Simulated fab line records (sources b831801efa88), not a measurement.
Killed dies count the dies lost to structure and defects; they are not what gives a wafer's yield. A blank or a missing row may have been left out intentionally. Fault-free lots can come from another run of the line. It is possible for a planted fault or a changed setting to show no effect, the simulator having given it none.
Which of the tools did it? ; flow gf180mcu ; 18 wafers sampled from 6 lots at 1 step of a route of 602

WHAT THE GAUGES SHOWED, per wafer
GF_NSD_CD_MEAS_07 targets a cd of 400 nm.
lot;measured;on;cd nm (nm)
L935;day 13 22:22;cd sem-02;400.2 398.9 399.2
L937;day 14 19:32;cd sem-02;401.1 399.3 400.1
L942;day 16 09:11;cd sem-01;396.1 396.7 397.8
L949;day 18 21:34;cd sem-01;403.1 400.4 403.0
L952;day 19 21:24;cd sem-02;398.1 397.0 398.2
L955;day 20 23:56;cd sem-01;401.2 403.2 399.8

WHICH TOOL RAN EACH LOT (tool, then ch and the chambers of the sampled wafers, then the start)
Before these readings, the record contains no process step.

THE ANSWER, worked out from the rows above alone
Rule: usual is defined by the lots themselves. Put in order of their means at a reading, lots are off if they are a third of the lots or fewer, leave a main group of 4 or more, and stand apart from it by a gap of 3 or more times the standard deviation of the main group's means; of several such gaps the widest counts. The tables above print the reading to a certain number of digits; a main group whose means all agree to those digits is not used. A lot without any number at a reading at which 4 lots or more have one is off too. The other lots that the step has rows for count as sound.
No lot is off at any reading shown: from this, nothing can be told.

WHAT THE SIMULATOR HAD PUT IN
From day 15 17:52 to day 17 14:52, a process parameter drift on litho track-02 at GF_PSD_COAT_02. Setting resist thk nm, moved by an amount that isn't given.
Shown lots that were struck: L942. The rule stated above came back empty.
